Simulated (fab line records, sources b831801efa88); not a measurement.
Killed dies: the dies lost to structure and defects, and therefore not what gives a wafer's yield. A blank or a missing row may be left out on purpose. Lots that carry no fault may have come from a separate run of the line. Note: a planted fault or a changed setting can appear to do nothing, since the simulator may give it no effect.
Chamber matching + flow sky130 + SKY_VIA4_CMP_21 on cmp-01 has 4 sister chambers
The step polishes, stops on SiO2, t overpolish 25 s, target thk 0 nm. 4 wafers are shown with their chamber, then 7 later ones without.

== EACH WAFER AND ITS CHAMBER ==
| wafer  | chamber | motor current A (A) |
|--------|---------|---------------------|
| L639.3 | 1       | 11.6                |
| L639.4 | 3       | 9.7                 |
| L641.1 | 0       | 10.2                |
| L641.2 | 2       | 12.6                |

== WAFERS MISSING THEIR CHAMBER ==
| wafer  | motor current A (A) |
|--------|---------------------|
| L641.6 | 10.6                |
| L642.1 | 11.9                |
| L642.2 | 11.6                |
| L642.4 | 10.4                |
| L643.1 | 11.7                |
| L643.2 | 11.2                |
| L643.3 | 9.7                 |

== EACH ONE'S CHAMBER ==
| wafer  | from the rows above     | in truth                   |
|--------|-------------------------|----------------------------|
| L641.6 | can't be placed: 0 or 3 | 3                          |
| L642.1 | can't be placed: 1 or 2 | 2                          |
| L642.2 | 1                       | 1                          |
| L642.4 | can't be placed: 0 or 3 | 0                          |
| L643.1 | 1                       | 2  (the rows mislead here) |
| L643.2 | 1                       | 1                          |
| L643.3 | can't be placed: 3 or 0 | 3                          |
Correctly placed: 2 of 7. These rows do not allow placing 4 (true chamber among the candidates in 4). Placed wrongly: 1.
How it was worked out, from the rows above alone: a wafer's distance from a chamber is the root of the sum, over the readings, of the square of ((its reading less the chamber's mean) divided by the reading's scatter). The wafer belongs to the nearest chamber; if the next one is less than 2 further off, it can't be placed. For every chamber, the mean is computed from those of its wafers that are shown. The scatter: root of mean squared gap, hidden wafer to nearest shown wafer, with one shown wafer a chamber.
